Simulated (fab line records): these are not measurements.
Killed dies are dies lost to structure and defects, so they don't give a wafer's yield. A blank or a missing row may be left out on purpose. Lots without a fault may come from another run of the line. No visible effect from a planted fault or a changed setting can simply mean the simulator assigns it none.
Matching of chambers + flow sky130 + rie-diel-01 running SKY_VIA2_ETCH_14: 4 sister chambers
The step etches BARC in N2/H2, stops on SiO2, time 45.9 s, target depth 60 nm. 4 wafers are shown with their chamber, then 7 later ones without.

## WAFERS, EACH WITH ITS CHAMBER
| wafer  | chamber | drypump-motor-current-A (A) |
|--------|---------|-----------------------------|
| L079.5 | 2       | 5.9                         |
| L081.1 | 1       | 5.4                         |
| L087.1 | 0       | 5.7                         |
| L087.2 | 3       | 5.8                         |

## WAFERS WHOSE CHAMBER IS MISSING
| wafer  | drypump-motor-current-A (A) |
|--------|-----------------------------|
| L087.3 | 5.4                         |
| L093.2 | 5.4                         |
| L093.4 | 6.0                         |
| L093.5 | 5.4                         |
| L096.1 | 5.8                         |
| L096.2 | 5.4                         |
| L096.4 | 6.0                         |

## CHAMBER TAKEN BY EACH
| wafer  | from the rows above          | in truth |
|--------|------------------------------|----------|
| L087.3 | 1                            | 1        |
| L093.2 | 1                            | 1        |
| L093.4 | can't be placed: 2 or 3      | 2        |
| L093.5 | 1                            | 1        |
| L096.1 | can't be placed: 3 or 0 or 2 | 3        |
| L096.2 | 1                            | 1        |
| L096.4 | can't be placed: 2 or 3      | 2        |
Placed correctly: 4 of 7. Unplaceable from these rows: 3, with the true chamber sitting among the candidates in 3. Wrongly placed: 0.
How it was worked out, from the rows above alone: a wafer's distance from a chamber is the root of the sum, over the readings, of the square of ((its reading less the chamber's mean) divided by the reading's scatter). If the next closest chamber is less than 2 further off than the closest, the wafer can't be placed; otherwise it belongs to the closest. Each chamber's mean is taken over the wafers shown for it. The scatter: with one shown wafer a chamber, the root of the mean of the squares of how far each hidden wafer lies from its nearest shown one.
